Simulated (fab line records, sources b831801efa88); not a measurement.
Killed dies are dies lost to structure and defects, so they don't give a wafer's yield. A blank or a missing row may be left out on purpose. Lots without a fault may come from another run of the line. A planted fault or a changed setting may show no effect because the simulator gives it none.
Which tool did it? | flow sky130 | 14 lots, 42 wafers sampled, at 4 steps of a route of 708

WHAT THE GAUGES READ, wafer by wafer
SKY_POLY_CUT_CD_MEAS_08: target cd 270 nm.
lot  | measured     | on        | cd_nm (nm)
L940 | day 24 09:52 | cd_sem-01 | 270.5 270.3 271.4
L941 | day 24 21:07 | cd_sem-01 | 270.3 271.5 270.2
L942 | day 25 01:43 | cd_sem-02 | 271.2 267.8 269.4
L946 | day 26 12:47 | cd_sem-01 | 269.3 269.9 269.2
L949 | day 27 14:59 | cd_sem-01 | 268.7 268.8 268.4
L950 | day 27 22:11 | cd_sem-02 | 270.3 269.1 269.8
L951 | day 28 07:03 | cd_sem-01 | 267.7 267.9 268.1
L953 | day 28 21:12 | cd_sem-02 | 270.1 269.1 271.6
L954 | day 29 05:31 | cd_sem-01 | 271.4 270.9 272.0
L955 | day 29 15:32 | cd_sem-01 | 269.9 271.2 270.0
L956 | day 29 21:15 | cd_sem-01 | 270.3 271.1 270.5
L958 | day 30 17:11 | cd_sem-01 | 270.2 270.7 271.3
L959 | day 30 20:51 | cd_sem-02 | 269.4 268.8 270.3
L963 | day 32 09:51 | cd_sem-02 | 271.3 270.0 271.7

SKY_LI_CONTACT_CD_MEAS_12: target cd 170 nm.
lot  | measured     | on        | cd_nm (nm)
L940 | day 29 08:32 | cd_sem-02 | 168.0 167.8 168.3
L941 | day 29 18:16 | cd_sem-02 | 170.5 171.1 170.6
L942 | day 29 22:26 | cd_sem-01 | 169.0 169.1 169.0
L946 | day 31 07:11 | cd_sem-02 | 170.3 170.9 169.9
L949 | day 32 09:23 | cd_sem-02 | 169.9 169.4 168.1
L950 | day 32 15:01 | cd_sem-02 | 168.9 171.4 167.7
L951 | day 32 23:56 | cd_sem-02 | 169.7 168.4 170.0
L953 | day 33 14:14 | cd_sem-02 | 168.3 169.9 167.7
L954 | day 33 21:22 | cd_sem-01 | 172.1 171.0 171.5
L955 | day 34 06:17 | cd_sem-01 | 171.9 171.3 170.7
L956 | day 34 12:14 | cd_sem-01 | 170.9 170.8 172.7
L958 | day 35 06:29 | cd_sem-01 | 169.2 170.1 170.1
L959 | day 35 10:18 | cd_sem-01 | 171.4 171.3 172.9
L963 | day 36 22:06 | cd_sem-02 | 167.7 168.7 170.1

SKY_CONTACT_THK_MEAS_01.
lot  | measured     | on            | CONTACT_CVD_00_THK (nm)
L940 | day 30 15:15 | film_metro-01 | 74.5 75.0 75.8
L941 | day 31 00:38 | film_metro-04 | 73.7 77.9 75.5
L942 | day 31 05:13 | film_metro-01 | 73.3 73.4 74.6
L946 | day 32 12:35 | film_metro-04 | 74.6 76.1 75.9
L949 | day 33 16:16 | film_metro-01 | 74.8 74.6 74.7
L950 | day 33 19:53 | film_metro-02 | 75.8 74.0 75.7
L951 | day 34 04:47 | film_metro-01 | 75.7 76.9 75.3
L953 | day 34 18:39 | film_metro-01 | 75.1 73.5 74.5
L958 | day 36 10:36 | film_metro-04 | 73.8 74.7 73.8
L959 | day 36 14:59 | film_metro-04 | 74.1 73.2 74.1
L963 | day 38 02:35 | film_metro-04 | 73.9 76.3 75.2

WHICH TOOL RAN EACH LOT (tool, then ch and the chambers of the sampled wafers, then the start)
lot  | SKY_LI_CONTACT_SPUTTER_19
L940 | pvd_sputter-04, day 29 09:08
L941 | pvd_sputter-02, day 29 18:48
L942 | pvd_sputter-01, day 29 23:01
L946 | pvd_sputter-01, day 31 07:47
L949 | pvd_sputter-01, day 32 09:59
L950 | pvd_sputter-01, day 32 15:37
L951 | pvd_sputter-02, day 33 00:30
L953 | pvd_sputter-04, day 33 14:48
L954 | pvd_sputter-01, day 33 21:54
L955 | pvd_sputter-01, day 34 06:48
L956 | pvd_sputter-04, day 34 12:48
L958 | pvd_sputter-01, day 35 07:04
L959 | pvd_sputter-02, day 35 10:52
L963 | pvd_sputter-02, day 36 22:40
- SKY_LI_CONTACT_SPUTTER_19: material Ti, target thk 20 nm, time 106.37 s.

WHAT THE TOOLS THEMSELVES READ (means of the sampled wafers that have a number; where no wafer has one, the mark that the record gives instead)
SKY_LI_CONTACT_SPUTTER_19.
lot  | tool           | cathode_dc_power_W (W) | chamber_pressure_pa (Pa) | substrate_temp_c (C) | throttle_valve_pct (%)
L940 | pvd_sputter-04 | 2500.1                 | 4.822                    | 199.96               | 30.6
L941 | pvd_sputter-02 | 2500.4                 | 4.821                    | 200.06               | 30.2
L942 | pvd_sputter-01 | 2499.9                 | 4.831                    | 199.99               | 30.4
L946 | pvd_sputter-01 | 2500.2                 | 4.831                    | 200.06               | 30.4
L949 | pvd_sputter-01 | 2500.0                 | 4.820                    | 199.99               | 29.8
L950 | pvd_sputter-01 | 2499.5                 | 4.827                    | 200.07               | 30.3
L951 | pvd_sputter-02 | 2500.2                 | 4.821                    | 199.95               | 30.0
L953 | pvd_sputter-04 | 2499.9                 | 4.832                    | 199.86               | 29.8
L954 | pvd_sputter-01 | -                      | -                        | -                    | -
L955 | pvd_sputter-01 | -                      | -                        | -                    | -
L956 | pvd_sputter-04 | -                      | -                        | -                    | -
L958 | pvd_sputter-01 | 2499.9                 | 4.822                    | 200.00               | 29.5
L959 | pvd_sputter-02 | 2500.1                 | 4.831                    | 200.08               | 29.7
L963 | pvd_sputter-02 | 2500.1                 | 4.833                    | 200.11               | 30.0

THE ANSWER, worked out from the rows above alone
Rule: what is usual is taken from the lots themselves. Put in order of their means at a reading, lots are off if they are a third of the lots or fewer, leave a main group of 4 or more, and stand apart from it by a gap of 3 or more times the standard deviation of the main group's means; of several such gaps the widest counts. A main group whose means are all the same, to the digits that the tables above print for the reading, isn't used. A lot without any number at a reading at which 4 lots or more have one is off too. The other lots that the step has rows for count as sound. The gauges are gone through in route order, then the tools' own readings, and for those a lot's mean is taken as printed above. The first step at which some lot is off is used, and at that step the reading that is off furthest; a lot without a number counts as furthest.
Off: L954, L955, L956, at SKY_LI_CONTACT_SPUTTER_19 (cathode_dc_power_W). Without a number there: L954, L955, L956. The main group: mean 2500.0 W, standard deviation 0.22.
A tool fits if, at that step or a process step before it, it ran every lot that is off, and no sound lot after the first of them. None of those tried fits.

WHAT THE SIMULATOR HAD PUT IN
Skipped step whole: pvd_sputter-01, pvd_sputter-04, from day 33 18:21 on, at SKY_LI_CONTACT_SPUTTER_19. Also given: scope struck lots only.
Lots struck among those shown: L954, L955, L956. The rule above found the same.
